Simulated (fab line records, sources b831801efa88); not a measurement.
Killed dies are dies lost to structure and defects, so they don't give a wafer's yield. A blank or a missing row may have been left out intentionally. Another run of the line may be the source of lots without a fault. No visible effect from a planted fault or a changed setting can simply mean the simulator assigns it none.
A lot that was struck, set against a sound lot || flow gf180mcu || 43 steps out of a route of 602
Sound: these wafers, L960.3, L960.5, L960.6. The struck wafers were L962.3, L962.4, L962.5. The cause is named last.
Order at every step that has rows: each side's tool, ch and its chambers, its first start. Under that, the readings that differ: sound wafers || struck wafers || difference of the means || sigmas: that difference in standard deviations of wafers without a fault.
alike: readings whose means differ by less than 2 such deviations, and words and numbers that are the same on both sides. not compared: withheld readings, readings that some wafer has no value for, bounds like >300 that may hide the same value, and numbers for which the record gives no deviation and whose values overlap.
A row with sigmas, a row that says differs or no value, or rows on one side alone: a step with any of these is where the two part. When numbers do not overlap yet have no deviation, they are printed without sigmas and do not part them. A reading that every wafer of one side lacks parts them only if that side has two wafers or more.

first, 6 steps without rows for these wafers: GF_POLY_GATE_COAT_04; GF_POLY_GATE_COAT_05 (resist thk 700 nm); GF_POLY_GATE_SOFTBAKE_06 (time 60 s); GF_POLY_GATE_EXPOSE_07 (exposes mask Poly2, target cd 280 nm); GF_POLY_GATE_PEB_08 (peb time 90 s); GF_POLY_GATE_DEVELOP_09 (develop time 60 s).
GF_POLY_GATE_CD_MEAS_10: the cd target is 280 nm.
  sound on cdSem-02 at day 12 16:10; struck on cdSem-02 at day 13 06:07
  alike: cdNm
GF_POLY_GATE_OVL_MEAS_11:
  sound on overlay-02 at day 12 16:15; struck on overlay-02 at day 13 06:12
  alike: POLY_GATE_OVL
GF_POLY_GATE_ETCH_12: etches BARC in N2/H2.
  sound on rieDiel-02 ch 0,3, day 12 16:17; struck on rieDiel-01 ch 1,2, day 13 06:14
  alike: chamberPressureMTorr, drypumpMotorCurrentA, oesProductAu, throttleValvePct
GF_POLY_GATE_ETCH_13: etches poly-Si in HBr/Cl2, stops on SiO2, target depth 198.5 nm, time 69.6 s.
  sound on rieSi-02 ch 2,3, day 12 16:20; struck on rieSi-01 ch 0,2, day 13 06:17
  alike: chamberPressureMTorr, drypumpMotorCurrentA, oesProductAu, throttleValvePct
  not compared: rfHoursCounterH
GF_POLY_GATE_STRIP_14: strips in O2/N2.
  sound on plasmaAsher-04 ch 0,1, day 12 16:25; struck on plasmaAsher-04 ch 0,1, day 13 06:22
  alike: chamberPressureMTorr, drypumpMotorCurrentA, heaterPowerW, oesProductAu
  not compared: rfHoursCounterH
then, 1 step without rows for these wafers: GF_POLY_GATE_CLEAN_15 (cleans in SC1/SC2, time 150 s).
GF_POLY_GATE_OXIDATION_16: stabilise 600 s, purge 300 s, target thk 4 nm.
  sound on furnace-02 ch 0, day 12 17:31; struck on furnace-02 ch 0, day 13 06:29
  alike: spikeTcBottomC
GF_POLY_GATE_THK_MEAS_17:
  sound on filmMetro-03 at day 12 18:47; struck on filmMetro-03 at day 13 07:45
  alike: POLY_GATE_OXIDATION_THK
GF_POLY_GATE_CD_MEAS_18:
  sound on cdSem-01 at day 12 19:00; struck on cdSem-02 at day 13 07:51
  alike: cdNm
then, 7 steps without rows for these wafers: GF_HV_LDD_DEHYDRATE_00 (time 60 s); GF_HV_LDD_HMDS_01 (prime time 60 s); GF_HV_LDD_COAT_02 (resist thk 1000 nm); GF_HV_LDD_SOFTBAKE_03 (time 60 s); GF_HV_LDD_EXPOSE_04 (exposes mask Nplus LV AREA, target cd 400 nm); GF_HV_LDD_PEB_05; GF_HV_LDD_DEVELOP_06 (develop time 60 s).
GF_HV_LDD_CD_MEAS_07: the cd target is 400 nm.
  sound on cdSem-01 at day 13 14:46; struck on cdSem-01 at day 14 04:16
  alike: cdNm
GF_HV_LDD_OVL_MEAS_08:
  sound on overlay-02 at day 13 14:51; struck on overlay-01 at day 14 04:21
  alike: HV_LDD_OVL
then, 1 step without rows for these wafers: GF_HV_LDD_IMPLANT_09.
GF_HV_LDD_STRIP_10: strips in O2/N2.
  sound on plasmaAsher-02 ch 0,1, day 13 15:03; struck on plasmaAsher-02 ch 0,1, day 14 04:33
  alike: chamberPressureMTorr, drypumpMotorCurrentA, heaterPowerW, oesProductAu, stripTimeToEndpointS
  not compared: rfHoursCounterH
GF_HV_LDD_TW_MEAS_11:
  sound on filmMetro-03 at day 13 15:08; struck on filmMetro-04 at day 14 04:38
  alike: HV_LDD_TW
then, 7 steps without rows for these wafers: GF_HV_LDD_DEHYDRATE_12 (time 60 s); GF_HV_LDD_HMDS_13 (prime time 60 s); GF_HV_LDD_COAT_14 (resist thk 1000 nm); GF_HV_LDD_SOFTBAKE_15 (time 60 s); GF_HV_LDD_EXPOSE_16 (exposes mask Pplus LV AREA, target cd 400 nm); GF_HV_LDD_PEB_17; GF_HV_LDD_DEVELOP_18 (develop time 60 s).
GF_HV_LDD_CD_MEAS_19: the cd target is 400 nm.
  sound on cdSem-01 at day 14 11:40; struck on cdSem-01 at day 15 01:16
  alike: cdNm
GF_HV_LDD_OVL_MEAS_20:
  sound on overlay-01 at day 14 11:45; struck on overlay-01 at day 15 01:21
  alike: HV_LDD_01_OVL
then, 1 step without rows for these wafers: GF_HV_LDD_IMPLANT_21.
GF_HV_LDD_STRIP_22: strips in O2/N2.
  sound on plasmaAsher-02 ch 0,1, day 14 11:58; struck on plasmaAsher-01 ch 0,1, day 15 01:34
  alike: chamberPressureMTorr, drypumpMotorCurrentA, heaterPowerW, oesProductAu, stripTimeToEndpointS
  not compared: rfHoursCounterH
GF_HV_LDD_TW_MEAS_23:
  sound on filmMetro-01 at day 14 12:03; struck on filmMetro-03 at day 15 01:39
  alike: HV_LDD_2_TW
then, 3 steps without rows for these wafers: GF_HV_LDD_DEHYDRATE_24 (time 60 s); GF_HV_LDD_HMDS_25 (prime time 60 s); GF_HV_LDD_COAT_26 (resist thk 1000 nm).
-- a jump in the record: the struck wafers' starts before and after are 18 days apart (it breaks off in module HV_LDD and resumes in module PASSIVATION, where the first step shown is number 602 of the route) --
GF_PASSIVATION_PROBE_99:
  the record has rows for the struck wafers here (prober-02, day 32 21:40) and none for the sound ones

## WHERE THEY PART
Only at GF_PASSIVATION_PROBE_99, as far as this record shows.

WHY: whatever the simulator had introduced
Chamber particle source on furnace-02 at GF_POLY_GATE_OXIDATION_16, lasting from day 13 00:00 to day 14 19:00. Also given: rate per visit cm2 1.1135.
